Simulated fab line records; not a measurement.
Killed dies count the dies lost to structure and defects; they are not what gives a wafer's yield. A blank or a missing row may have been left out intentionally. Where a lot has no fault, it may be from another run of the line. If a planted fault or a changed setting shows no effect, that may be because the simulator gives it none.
Struck lot and sound lot, side by side || flow gf180mcu || 20 out of 602 route steps
Sound: the wafers L947.1, L947.3, L947.5. Wafers struck: L953.1, L953.4, L953.6. The cause is named last.
Each step with rows lists, per side, the tool, then ch with its chambers, then its first start. Under that, the readings that differ: sound wafers || struck wafers || difference of the means || sigmas: that difference in standard deviations of wafers without a fault.
alike: a reading whose means differ by less than 2 such deviations, as well as words and numbers matching on both sides. not compared: withheld readings; readings where some wafer has no value; bounds like >300 that might hide an equal value; numbers whose values overlap and for which the record gives no deviation.
Wherever a step has rows on one side only, a row that says differs or no value, or a row with sigmas, the two part there. Non-overlapping numbers with no deviation appear without sigmas and do not part them. Lack of a reading on every wafer of one side parts them only where that side has two or more wafers.

first, 1 step without rows for these wafers: GF_V4_CVD_00 (deposits SiO2, target thk 600 nm, time 100 s).
GF_V4_THK_MEAS_01:
  sound on filmMetro-02, day 26 00:11; struck on filmMetro-02, day 27 19:00
  alike: V4_CVD_00_THK
GF_V4_CVD_02: deposits SiO2 from TEOS, target thk 850 nm, time 94.851 s.
  sound on pecvd-01 ch 0,1, day 26 00:15; struck on pecvd-02 ch 0,1,2, day 27 19:04
  alike: heaterPowerW, susceptorTempC
GF_V4_THK_MEAS_03:
  sound on filmMetro-02, day 26 00:19; struck on filmMetro-04, day 27 19:08
  alike: V4_CVD_02_THK
GF_V4_CMP_04: polishes SiO2.
  sound on cmp-02 ch 0,2, day 26 00:26; struck on cmp-02 ch 1,2, day 27 19:11
  alike: motorCurrentA, timeToEndpointS
GF_V4_BOW_MEAS_05:
  sound on filmMetro-02, day 26 00:41; struck on filmMetro-04, day 27 19:29
  alike: V4_BOW
then, 6 steps without rows for these wafers: GF_V4_DEHYDRATE_06 (time 60 s); GF_V4_HMDS_07 (prime time 60 s); GF_V4_COAT_08; GF_V4_COAT_09 (resist thk 1000 nm); GF_V4_SOFTBAKE_10 (time 60 s); GF_V4_EXPOSE_11 (exposes mask Via4, target cd 260 nm).
GF_V4_PEB_12: peb time 90 s.
  sound on lithoTrack-02 ch 0, day 26 21:25; struck on lithoTrack-02 ch 0, day 28 15:10
{"reading": "heaterPowerTotalW (W)", "sound": "85.49 85.74 85.77", "struck": "98.25 98.17 98.26", "difference": "+12.56", "sigmas": "+99 or more"}
then, 1 step without rows for these wafers: GF_V4_DEVELOP_13 (develop time 60 s).
GF_V4_CD_MEAS_14: target cd 260 nm.
  sound on cdSem-01, day 26 21:46; struck on cdSem-01, day 28 15:31
{"reading": "cdNm (nm)", "sound": "258.5 260.2 259.8", "struck": "247.1 248.0 249.2", "difference": -11.4, "sigmas": -10}
GF_V4_OVL_MEAS_15:
  sound on overlay-02, day 26 21:53; struck on overlay-01, day 28 15:38
  alike: V4_OVL
GF_V4_ETCH_16: etches BARC in N2/H2.
  sound on rieDiel-01 ch 0,2,3, day 26 21:55; struck on rieDiel-03 ch 2,3, day 28 15:40
{"reading": "model.V4.cdNm (nm)", "sound": "258.5 261.6 259.5", "struck": "248.7 248.2 250.1", "difference": -10.9, "sigmas": ""}
  alike: chamberPressureMTorr, drypumpMotorCurrentA, oesProductAu, throttleValvePct
GF_V4_ETCH_17: etches SiO2 in C4F8/O2/Ar, stops on TiN, target depth 630 nm.
  sound on rieDiel-01 ch 0,2,3; struck on rieDiel-03 ch 2,3
{"reading": "model.V4.cdNm (nm)", "sound": "258.9 261.9 260.1", "struck": "249.6 248.6 250.3", "difference": -10.8, "sigmas": ""}
  alike: chamberPressureMTorr, oesProductAu
GF_V4_STRIP_18: strips in O2/N2.
  sound on plasmaAsher-03 ch 0,1, day 26 22:03; struck on plasmaAsher-03 ch 1, day 28 15:48
  alike: chamberPressureMTorr, drypumpMotorCurrentA, heaterPowerW, oesProductAu
  not compared: rfHoursCounterH
-- the record jumps here: 4 days lie between the struck wafers' starts before and after (it left off in module V4 and takes up again in module PASSIVATION, whose first step shown is number 602 of the route) --
GF_PASSIVATION_PROBE_99:
  rows exist in the record for the struck wafers here (prober-01, day 32 17:58), but not for the sound ones

## WHERE THEY PART
Last at GF_PASSIVATION_PROBE_99 as far as this record goes, first at GF_V4_PEB_12.

WHY: whatever the simulator had introduced
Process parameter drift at GF_V4_PEB_12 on lithoTrack-02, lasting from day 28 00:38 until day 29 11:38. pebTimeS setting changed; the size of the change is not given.
